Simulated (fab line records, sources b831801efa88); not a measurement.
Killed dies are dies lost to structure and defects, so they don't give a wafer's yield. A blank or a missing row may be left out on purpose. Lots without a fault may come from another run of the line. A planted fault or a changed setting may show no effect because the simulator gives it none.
fab line records | flow sfq_line
record lots=6 wafers=18 last_day=92
route steps=325 shown M5@201 A5B@209 R5@212 I5@228 C5@240 M8@325
lots that met no fault: from a run of the same line without faults
start_h: hours from the record's first day to the start of the lot's first wafer shown | wait_h: hours since the lot's step before | " the same as in the row above | L1.1+2: a row that stands for several wafers | - no value, or no start given | * or withheld: withheld | < > ~ a bound
route shown NAME@n: a module of which the file shows steps, and the number in the route of the first | usual: mean/standard deviation of fault-free wafers | same: alike in all rows | chamber/n: place in a boat | sites: the reading at each site | _std_site: their standard deviation | _edge_site: outer sites' mean less inner sites' | radius_mm: how far each site lies from the wafer's centre | mask NAME#n: copy n | behind: the tool/chamber that last shaped the wafer | hold: why the lot was held/for how many hours/how that ended | device: the transistor (n, p or np) that didn't switch | end of line: the same wafers' tests at the end of the route | a step without rows: its recipe alone | killed: dies lost to structure and defects at the first sort, not the wafer's yield | map: a wafer's dies, x killed, . not, _ none there
set.NAME: the setting as run; set.NAME@STEP: as run at that earlier step | model.NAME: the simulator's own value behind a step, which no gauge read
lots at some steps of the route; a table a step, a row a wafer
services: from which hour (start_h, from the record's first day; less than 0 if before it) a tool's chamber was out of use, for how many hours, and why
## steps
# step SFQ_TRILAYER_M5_LITHO_EXPOSE_124
# recipe mask_id=M5 na=0.6 source_shape=conventional sigma_outer=0.65 target_cd_nm=700 dose_mj=14.4
# step SFQ_TRILAYER_M5_LITHO_PEB_126
# recipe peb_temp_c=115 peb_time_s=60 resist=KrF
# step SFQ_TRILAYER_M5_LITHO_DEVELOP_125
# recipe time_s=60 resist=KrF
# step SFQ_M5_OVL_MEAS_932
# usual M5_OVL=-4/6.1
# columns lot.wafer tool chamber start_h wait_h M5_OVL[nm]
L904.2 overlay-02 - 1322.32 0.1 -10
L904.4 " - " " -12
L904.6 " - " " -7
L916.1 overlay-01 - 1398.87 0.1 -5
L916.2 " - " " -11
L916.5 " - " " -9
L920.2 overlay-01 - 1417.90 0.1 5
L920.3 " - " " 1
L920.5 " - " " 3
L925.1 overlay-02 - 1433.80 0.1 -5
L925.3 " - " " -16
L925.5 " - " " -11
L926.3 overlay-01 - 1440.50 0.1 7
L926.4 " - " " -5
L926.5 " - " " 0
L927.3 overlay-02 - 1456.34 0.1 0
L927.4 " - " " 6
L927.5 " - " " 1
# step SFQ_TRILAYER_M5_BARC_OPEN_METAL_ETCH_161
# recipe mask_material=PR chemistry=O2 target_depth_nm=125 target=BARC icp_w=600 bias_w=80 pressure_mtorr=10 time_s=41.7
# step SFQ_TRILAYER_M5_ETCH_METAL_ETCH_126
# recipe target=Nb stop_on=SiO2 mask_material=PR over_etch_frac=0.15 time_s=203.2 chemistry=Cl2/BCl3 target_depth_nm=265 icp_w=600 bias_w=80 pressure_mtorr=10
# step SFQ_TRILAYER_M5_STRIP_STRIP_127
# recipe gas=O2 power_w=200 platen_temp_c=40 overash_fraction=0.65 chemistry=O2 pressure_mtorr=50
# step SFQ_TRILAYER_M5_STRIP_SOLV_CLEAN_128
# recipe chemistry=NMP temp_c=70 time_s=600
# step SFQ_TRILAYER_A5B_DEP_PECVD_129
# recipe material=SiO2 temp_c=150 time_s=133.33 pressure_torr=2.4 rf_w=183.3 precursor=SiH4/N2O target_thk_nm=600
# step SFQ_TRILAYER_A5B_CMP_CMP_130
# recipe stop_on=Nb down_force_psi=3 platen_rpm=60 target_thk_nm=340.7
# step SFQ_TRILAYER_A5B_METRO_MEASURE_131
# usual thk_nm=341/5
# columns lot.wafer tool chamber start_h wait_h thk_nm
L904.2 film_metro-01 - 1330.79 2.7 342
L904.4 " - " " 332
L904.6 " - " " 340
L916.1 film_metro-03 - 1403.14 2.0 341
L916.2 " - " " 339
L916.5 " - " " 337
L920.2 film_metro-01 - 1424.41 2.2 344
L920.3 " - " " 343
L920.5 " - " " 335
L925.1 film_metro-01 - 1441.60 1.0 348
L925.3 " - " " 344
L925.5 " - " " 349
L926.3 film_metro-04 - 1445.04 2.4 338
L926.4 " - " " 336
L926.5 " - " " 344
L927.3 film_metro-04 - 1460.88 2.9 350
L927.4 " - " " 338
L927.5 " - " " 343
# step SFQ_TRILAYER_R5_DEP_SPUTTER_132
# recipe material=Ti base_pressure_pa=1.33e-06 target_thk_nm=5 power_w=2000 time_s=5 chamber_pressure_pa=0.4
# usual base_pressure_pa=1.34e-06/7.8e-08 cathode_dc_power_W=2000.0/0.38 throttle_valve_pct=29.9/0.77
# columns lot.wafer tool chamber start_h wait_h base_pressure_pa cathode_dc_power_W throttle_valve_pct
L904.2 pvd_sputter-05 - 1331.79 0.8 1.33e-06 2000.0 29.6
L904.4 " - " " 1.36e-06 1999.1 28.9
L904.6 " - " " 1.37e-06 1999.5 28.7
L916.1 pvd_sputter-06 - 1404.34 1.0 1.35e-06 2000.2 30.5
L916.2 " - " " 1.32e-06 2000.7 30.4
L916.5 " - " " 1.3e-06 1999.5 30.4
L920.2 pvd_sputter-04 - 1425.41 0.8 1.38e-06 2000.5 30.2
L920.3 " - " " 1.3e-06 2000.0 29.3
L920.5 " - " " 1.31e-06 2000.0 31.7
L925.1 pvd_sputter-06 - 1442.80 1.0 1.37e-06 1999.8 29.1
L925.3 " - " " 1.29e-06 2000.3 30.3
L925.5 " - " " 1.4e-06 2000.2 30.2
L926.3 pvd_sputter-04 - 1445.84 0.6 1.27e-06 1999.2 29.3
L926.4 " - " " 1.45e-06 1999.4 29.5
L926.5 " - " " 1.36e-06 1999.5 30.4
L927.3 pvd_sputter-05 - 1461.68 0.6 1.37e-06 2000.6 29.3
L927.4 " - " " 1.41e-06 2000.5 29.6
L927.5 " - " " 1.35e-06 2000.0 29.0
# step SFQ_TRILAYER_R5_DEP_SPUTTER_133
# recipe material=MoNx base_pressure_pa=1.33e-06 target_thk_nm=40 power_w=1000 time_s=66.7 chamber_pressure_pa=0.4
# usual base_pressure_pa=1.34e-06/8.5e-08 cathode_dc_power_W=1000.0/0.19 throttle_valve_pct=29.9/0.77
# columns lot.wafer tool chamber start_h wait_h base_pressure_pa cathode_dc_power_W throttle_valve_pct
L904.2 pvd_sputter-05 - 1331.81 0.0 1.37e-06 999.85 29.3
L904.4 " - " " 1.34e-06 1000.2 29.0
L904.6 " - " " 1.37e-06 1000.0 28.9
L916.1 pvd_sputter-06 - 1404.36 0.0 1.26e-06 1000.0 30.4
L916.2 " - " " 1.41e-06 999.78 30.5
L916.5 " - " " 1.45e-06 999.77 30.3
L920.2 pvd_sputter-04 - 1425.43 0.0 1.3e-06 1000.2 30.1
L920.3 " - " " 1.41e-06 1000.00 29.3
L920.5 " - " " 1.3e-06 999.95 31.7
L925.1 pvd_sputter-06 - 1442.82 0.0 - - -
L925.3 " - " " - - -
L925.5 " - " " - - -
L926.3 pvd_sputter-04 - 1445.86 0.0 - - -
L926.4 " - " " - - -
L926.5 " - " " - - -
L927.3 pvd_sputter-05 - 1461.70 0.0 1.4e-06 1000.1 29.4
L927.4 " - " " 1.44e-06 1000.1 29.6
L927.5 " - " " 1.36e-06 999.86 29.3
# step SFQ_TRILAYER_R5_DEP_SPUTTER_134
# recipe material=Ti base_pressure_pa=1.33e-06 target_thk_nm=5 power_w=2000 time_s=5 chamber_pressure_pa=0.4
# step SFQ_R5_RS_MEAS_933
# recipe thk_meas_gauge=four-point-probe reads=Ti_of_TRILAYER_R5_DEP_SPUTTER_134+MoNx_of_TRILAYER_R5_DEP_SPUTTER_133+Ti_of_TRILAYER_R5_DEP_SPUTTER_132
# usual R5_MONX_RS=7.03/0.079
# columns lot.wafer tool chamber start_h wait_h R5_MONX_RS[ohm/sq]
L904.2 film_metro-02 - 1331.90 0.0 6.89
L904.4 " - " " 6.91
L904.6 " - " " 6.88
L916.1 film_metro-01 - 1404.43 0.0 7.13
L916.2 " - " " 6.99
L916.5 " - " " 7.15
L920.2 film_metro-02 - 1425.52 0.0 7.05
L920.3 " - " " 7.09
L920.5 " - " " 7.09
L925.1 film_metro-02 - 1442.89 0.0 92.88
L925.3 " - " " 93.89
L925.5 " - " " 95.28
L926.3 film_metro-02 - 1445.98 0.0 94.07
L926.4 " - " " 94.27
L926.5 " - " " 98.84
L927.3 film_metro-01 - 1461.81 0.0 7.00
L927.4 " - " " 7.13
L927.5 " - " " 7.06
# step SFQ_R5_THK_MEAS_934
# recipe thk_meas_gauge=xrf reads=MoNx_of_TRILAYER_R5_DEP_SPUTTER_133
# usual R5_MONX_THK=39.6/0.47
# columns lot.wafer tool chamber start_h wait_h R5_MONX_THK[nm]
L904.2 film_metro-02 - 1332.01 0.1 40.3
L904.4 " - " " 40.4
L904.6 " - " " 40.5
L916.1 film_metro-01 - 1404.55 0.1 39.1
L916.2 " - " " 39.3
L916.5 " - " " 38.6
L920.2 film_metro-02 - 1425.63 0.1 39.7
L920.3 " - " " 39.3
L920.5 " - " " 39.3
L925.1 film_metro-02 - 1443.01 0.1 <0.0
L925.3 " - " " <0.0
L925.5 " - " " <0.0
L926.3 film_metro-02 - 1446.08 0.1 <0.0
L926.4 " - " " <0.0
L926.5 " - " " <0.0
L927.3 film_metro-01 - 1461.91 0.1 39.2
L927.4 " - " " 39.0
L927.5 " - " " 39.4
# step SFQ_TRILAYER_R5_LITHO_COAT_141
# recipe resist=BARC spin_rpm=3000 resist_thk_nm=62
# step SFQ_TRILAYER_R5_LITHO_COAT_136
# recipe resist=KrF spin_rpm=3000 resist_thk_nm=600
# step SFQ_TRILAYER_R5_LITHO_SOFTBAKE_140
# recipe temp_c=withheld time_s=withheld resist=KrF
# step SFQ_TRILAYER_R5_LITHO_EXPOSE_137
# recipe mask_id=R5 na=0.6 source_shape=conventional sigma_outer=0.65 target_cd_nm=500 dose_mj=14.4
# step SFQ_TRILAYER_R5_LITHO_PEB_139
# recipe peb_temp_c=115 peb_time_s=60 resist=KrF
# step SFQ_TRILAYER_R5_LITHO_DEVELOP_138
# recipe time_s=60 resist=KrF
# step SFQ_R5_OVL_MEAS_935
# usual R5_OVL=3/4.6
# columns lot.wafer tool chamber start_h wait_h R5_OVL[nm]
L904.2 overlay-02 - 1471.93 0.1 -4
L904.4 " - " " -4
L904.6 " - " " -2
L916.1 overlay-02 - 1535.32 0.1 11
L916.2 " - " " 4
L916.5 " - " " 10
L920.2 overlay-01 - 1557.35 0.1 4
L920.3 " - " " 5
L920.5 " - " " -3
L925.1 overlay-01 - 1572.95 0.1 8
L925.3 " - " " 4
L925.5 " - " " 5
L926.3 overlay-02 - 1575.36 0.1 5
L926.4 " - " " -3
L926.5 " - " " 9
L927.3 overlay-01 - 1583.76 0.1 -4
L927.4 " - " " 7
L927.5 " - " " -3
# step SFQ_TRILAYER_R5_BARC_OPEN_METAL_ETCH_177
# recipe mask_material=PR chemistry=O2 target_depth_nm=125 target=BARC icp_w=600 bias_w=80 pressure_mtorr=10 time_s=41.7
# usual chamber_pressure_mTorr=10.001/0.0096 drypump_motor_current_A=5.36/0.23 oes_product_au=0.685/0.0044
# columns lot.wafer tool chamber start_h wait_h chamber_pressure_mTorr drypump_motor_current_A oes_product_au rf_hours_counter_h
L904.2 rie_metal-04 0 1471.96 0.0 10.012 5.06 0.687 60
L904.4 " 0 " " 10.006 5.07 0.683 -
L904.6 " 1 " " 9.996 5.32 0.691 -
L916.1 rie_metal-01 0 1535.36 0.0 9.993 5.80 0.681 83
L916.2 " 1 " " 10.004 5.38 0.691 106
L916.5 " 0 " " 10.005 5.79 0.688 -
L920.2 rie_metal-04 1 1557.38 0.0 10.010 5.27 0.684 34
L920.3 " 0 " " 10.004 5.07 0.687 -
L920.5 " 0 " " 9.993 5.07 0.681 -
L925.1 rie_metal-01 1 1572.98 0.0 10.019 5.38 0.683 112
L925.3 " 0 " " 10.006 5.91 0.688 -
L925.5 " 1 " " 10.001 5.40 0.690 -
L926.3 rie_metal-03 1 1575.40 0.0 10.011 5.51 0.683 -
L926.4 " 0 " " 9.996 5.24 0.675 -
L926.5 " 1 " " 9.998 5.51 0.692 -
L927.3 rie_metal-04 0 1583.80 0.0 9.994 5.06 0.685 -
L927.4 " 1 " " 10.005 5.33 0.683 -
L927.5 " 0 " " 9.995 5.05 0.681 -
# step SFQ_TRILAYER_R5_ETCH_METAL_ETCH_139
# recipe stop_on=SiO2 mask_material=PR chemistry=Cl2 target_depth_nm=60 icp_w=600 bias_w=80 pressure_mtorr=10 time_s=40
# step SFQ_TRILAYER_R5_STRIP_STRIP_140
# recipe gas=O2 power_w=200 platen_temp_c=40 overash_fraction=0.65 chemistry=O2 pressure_mtorr=50
# step SFQ_TRILAYER_R5_STRIP_SOLV_CLEAN_141
# recipe chemistry=NMP temp_c=70 time_s=600
# step SFQ_TRILAYER_A5C_DEP_PECVD_142
# recipe material=SiO2 temp_c=150 time_s=15.556 pressure_torr=2.4 rf_w=183.3 precursor=SiH4/N2O target_thk_nm=70
# step SFQ_TRILAYER_I5_LITHO_COAT_149
# recipe resist=BARC spin_rpm=3000 resist_thk_nm=62
# step SFQ_TRILAYER_I5_LITHO_COAT_144
# recipe resist=KrF spin_rpm=3000 resist_thk_nm=650
# step SFQ_TRILAYER_I5_LITHO_SOFTBAKE_148
# recipe temp_c=withheld time_s=withheld resist=KrF
# step SFQ_TRILAYER_I5_LITHO_EXPOSE_145
# recipe mask_id=I5 na=0.6 source_shape=conventional sigma_outer=0.65 target_cd_nm=700 dose_mj=21.3
# step SFQ_TRILAYER_I5_LITHO_PEB_147
# recipe peb_temp_c=115 peb_time_s=60 resist=KrF
# step SFQ_TRILAYER_I5_LITHO_DEVELOP_146
# recipe time_s=60 resist=KrF
# step SFQ_I5_OVL_MEAS_936
# usual I5_OVL=-3/5.9
# columns lot.wafer tool chamber start_h wait_h I5_OVL[nm]
L904.2 overlay-02 - 1595.75 0.1 -5
L904.4 " - " " -6
L904.6 " - " " -7
L916.1 overlay-01 - 1645.94 0.1 -8
L916.2 " - " " -11
L916.5 " - " " -4
L920.2 overlay-01 - 1666.34 0.1 -7
L920.3 " - " " -2
L920.5 " - " " -4
L925.1 overlay-02 - 1687.16 0.1 -5
L925.3 " - " " 2
L925.5 " - " " -7
L926.3 overlay-02 - 1690.77 0.1 -1
L926.4 " - " " -4
L926.5 " - " " -6
L927.3 overlay-02 - 1702.77 0.1 -3
L927.4 " - " " -2
L927.5 " - " " -3
# step SFQ_TRILAYER_I5_BARC_OPEN_VIA_ETCH_200
# recipe mask_material=PR chemistry=O2 target_depth_nm=125 target=BARC source_w=500 bias_w=80 pressure_mtorr=30 time_s=41.7
# usual chamber_pressure_mTorr=30.001/0.029 drypump_motor_current_A=6.0/0.54 oes_product_au=0.686/0.0048
# columns lot.wafer tool chamber start_h wait_h chamber_pressure_mTorr drypump_motor_current_A oes_product_au rf_hours_counter_h
L904.2 rie_diel-01 0 1595.78 0.0 30.032 6.1 0.679 10
L904.4 " 1 " " 29.995 6.7 0.686 4
L904.6 " 0 " " 30.008 6.0 0.684 -
L916.1 rie_diel-04 3 1645.97 0.0 29.980 5.7 0.679 13
L916.2 " 0 " " 29.977 5.2 0.682 7
L916.5 " 1 " " 29.993 6.4 0.682 -
L920.2 rie_diel-04 1 1666.37 0.0 29.994 6.4 0.680 20
L920.3 " 3 " " 29.994 5.8 0.685 13
L920.5 " 3 " " 29.978 5.8 0.682 -
L925.1 rie_diel-04 3 1687.20 0.0 29.948 5.8 0.686 14
L925.3 " 1 " " 30.032 6.4 0.689 21
L925.5 " 1 " " 29.980 6.4 0.687 -
L926.3 rie_diel-01 3 1690.80 0.0 30.046 6.4 0.687 1
L926.4 " 1 " " 29.978 6.7 0.689 7
L926.5 " 1 " " 30.041 6.7 0.682 -
L927.3 rie_diel-01 2 1702.80 0.0 30.018 5.0 0.682 13
L927.4 " 3 " " 29.938 6.4 0.674 1
L927.5 " 2 " " 30.026 5.0 0.691 -
# step SFQ_TRILAYER_I5_ETCH_VIA_ETCH_147
# recipe stop_on=Nb mask_material=PR chemistry=CHF3 target_depth_nm=360 source_w=500 bias_w=80 pressure_mtorr=30 time_s=withheld
# step SFQ_TRILAYER_I5_STRIP_STRIP_148
# recipe gas=O2 power_w=200 platen_temp_c=40 overash_fraction=0.65 chemistry=O2 pressure_mtorr=50
# usual chamber_pressure_mTorr=50.00/0.05 drypump_motor_current_A=5.4/0.36 oes_product_au=0.996/0.013
# columns lot.wafer tool chamber start_h wait_h chamber_pressure_mTorr drypump_motor_current_A oes_product_au rf_hours_counter_h
L904.2 rie_metal-04 0 1595.97 - 50.06 5.0 1.007 78
L904.4 " 1 " " 49.97 5.3 0.979 -
L904.6 " 0 " " 49.94 5.1 0.997 -
L916.1 rie_metal-01 1 1646.16 - 49.99 5.4 1.012 122
L916.2 " 0 " " 50.10 5.8 0.985 100
L916.5 " 1 " " 49.98 5.4 1.015 -
L920.2 rie_metal-04 0 1666.56 - 50.01 5.1 1.007 90
L920.3 " 0 " " 50.03 5.1 1.003 -
L920.5 " 1 " " 50.13 5.3 0.985 -
L925.1 rie_metal-02 0 1687.39 - 50.05 5.7 0.995 55
L925.3 " 0 " " 50.03 5.7 1.001 -
L925.5 " 1 " " 50.01 4.7 1.011 -
L926.3 rie_metal-04 1 1691.19 - 50.02 5.3 0.968 -
L926.4 " 0 " " 50.01 5.1 1.000 -
L926.5 " 1 " " 50.09 5.3 0.981 -
L927.3 rie_metal-01 0 1703.39 - 50.02 5.8 0.977 -
L927.4 " 0 " " 49.97 5.8 0.983 -
L927.5 " 0 " " 50.02 5.8 0.990 -
# step SFQ_TRILAYER_I5_STRIP_SOLV_CLEAN_149
# recipe chemistry=NMP temp_c=70 time_s=600
# step SFQ_TRILAYER_C5_LITHO_COAT_156
# recipe resist=BARC spin_rpm=3000 resist_thk_nm=62
# step SFQ_TRILAYER_C5_LITHO_COAT_151
# recipe resist=KrF spin_rpm=3000 resist_thk_nm=650
# step SFQ_TRILAYER_C5_LITHO_SOFTBAKE_155
# recipe temp_c=withheld time_s=withheld resist=KrF
# step SFQ_M8_BOW_MEAS_951
# recipe mode=bow
# usual M8_BOW=7/10
# columns lot.wafer tool chamber start_h wait_h M8_BOW[um] model.etest.r5.ohm_sq model.etest.c5.link_ohm model.etest.r5.ohm_um
L904.2 film_metro-03 - 2049.80 0.0 14 6.91 7.871 13.84
L904.4 " - " " -2 6.894 7.856 13.8
L904.6 " - " " 15 6.849 7.812 13.75
L916.1 film_metro-02 - 2166.89 0.0 5 7.105 8.06 14.16
L916.2 " - " " -3 6.984 7.934 13.94
L916.5 " - " " -6 7.162 8.112 14.27
L920.2 film_metro-04 - 2184.92 0.0 16 7.036 8.001 14.05
L920.3 " - " " 1 7.106 8.06 14.16
L920.5 " - " " 13 7.102 8.064 14.19
L925.1 film_metro-03 - 2207.47 0.0 2 1e+06 1e+06 1e+06
L925.3 " - " " -11 1e+06 1e+06 1e+06
L925.5 " - " " -9 1e+06 1e+06 1e+06
L926.3 film_metro-03 - 2212.31 0.0 25 1e+06 1e+06 1e+06
L926.4 " - " " 14 1e+06 1e+06 1e+06
L926.5 " - " " 18 1e+06 1e+06 1e+06
L927.3 film_metro-02 - 2214.71 0.0 18 7.021 7.98 14.03
L927.4 " - " " 20 7.11 8.047 14.18
L927.5 " - " " 20 7.05 7.991 14.04
## services
# columns tool chamber start_h hours kind
rie_diel-01 - 1311.64 2.8 pm
rie_diel-04 2 1314.76 16.1 repair
pvd_sputter-06 - 1329.02 2.9 repair
rie_diel-04 0 1347.81 4.0 repair
rie_diel-01 3 1356.52 19.4 repair
rie_metal-04 - 1361.15 0.5 repair
rie_metal-01 1 1363.26 3.7 repair
rie_diel-04 2 1373.11 5.8 repair
film_metro-01 - 1376.94 1.2 pm
film_metro-01 - 1380.50 0.9 pm
rie_diel-01 2 1381.01 3.7 repair
film_metro-01 - 1385.25 0.5 pm
pvd_sputter-04 - 1405.39 4.4 repair
rie_diel-01 0 1425.89 34.2 repair
pvd_sputter-06 - 1460.95 0.9 repair
pvd_sputter-04 - 1462.39 2.0 repair
rie_diel-01 1 1471.99 6.7 repair
film_metro-01 - 1495.17 0.8 pm
pvd_sputter-05 - 1502.50 4.6 repair
rie_diel-01 1 1529.06 18.8 repair
rie_metal-04 - 1559.62 0.7 repair
rie_metal-01 - 1576.38 2.4 repair
pvd_sputter-06 - 1656.05 2.3 repair
pvd_sputter-04 - 1692.64 0.9 repair
## key
first_sign step=SFQ_TRILAYER_R5_DEP_SPUTTER_133 reading=tool_record direction=missing
effect step=SFQ_R5_RS_MEAS_933 reading=R5_MONX_RS direction=up sigmas=99+ usual=7.03 struck=94.87
effect step=SFQ_R5_THK_MEAS_934 reading=R5_MONX_THK direction=down sigmas=85 usual=39.6 struck=<0.0
model_effect step=SFQ_M8_BOW_MEAS_951 value=etest.r5.ohm_sq without=7.036 struck=1e+06
met_at SFQ_TRILAYER_R5_DEP_SPUTTER_133
struck_wafers L925.1,L925.3,L925.5,L926.3,L926.4,L926.5
onset_between 1425.43 1442.82
fault kind=skipped_step_whole tool=pvd_sputter-04,pvd_sputter-06 chamber=- onset_h=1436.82 steps=SFQ_TRILAYER_R5_DEP_SPUTTER_133 scope=struck_lots_only
